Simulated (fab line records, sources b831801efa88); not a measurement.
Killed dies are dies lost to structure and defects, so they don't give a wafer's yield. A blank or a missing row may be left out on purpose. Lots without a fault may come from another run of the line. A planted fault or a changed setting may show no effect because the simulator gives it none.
Which tool did it? | flow sky130 | 7 lots, 21 wafers sampled, at 2 steps of a route of 708

WHAT THE GAUGES READ, wafer by wafer
SKY_VIA3_CD_MEAS_12: target cd 200 nm.
lot  | measured     | on        | cd_nm (nm)
L720 | day 40 22:13 | cd_sem-02 | 198.9 199.4 200.0
L725 | day 41 20:59 | cd_sem-01 | 200.3 200.6 201.1
L726 | day 42 10:25 | cd_sem-02 | 201.3 202.1 200.6
L728 | day 42 19:37 | cd_sem-01 | 201.4 200.1 199.8
L730 | day 43 13:50 | cd_sem-02 | 202.1 201.8 200.8
L737 | day 45 05:11 | cd_sem-01 | 198.1 198.3 198.0
L740 | day 45 21:43 | cd_sem-02 | 201.1 199.7 200.0

WHICH TOOL RAN EACH LOT (tool, then ch and the chambers of the sampled wafers, then the start)
lot  | SKY_METAL3_SPUTTER_03
L720 | pvd_sputter-02, day 37 16:13
L725 | pvd_sputter-01, day 38 18:23
L726 | pvd_sputter-01, day 39 07:20
L728 | pvd_sputter-01, day 39 16:56
L730 | pvd_sputter-03, day 40 11:58
L737 | pvd_sputter-03, day 42 05:29
L740 | pvd_sputter-02, day 43 00:16
- SKY_METAL3_SPUTTER_03: material Ti, target thk 5 nm, time 3.3 s.

THE ANSWER, worked out from the rows above alone
Rule: what is usual is taken from the lots themselves. Put in order of their means at a reading, lots are off if they are a third of the lots or fewer, leave a main group of 4 or more, and stand apart from it by a gap of 3 or more times the standard deviation of the main group's means; of several such gaps the widest counts. A main group whose means are all the same, to the digits that the tables above print for the reading, isn't used. A lot without any number at a reading at which 4 lots or more have one is off too. The other lots that the step has rows for count as sound.
No lot is off at any reading shown: from this, nothing can be told.

WHAT THE SIMULATOR HAD PUT IN
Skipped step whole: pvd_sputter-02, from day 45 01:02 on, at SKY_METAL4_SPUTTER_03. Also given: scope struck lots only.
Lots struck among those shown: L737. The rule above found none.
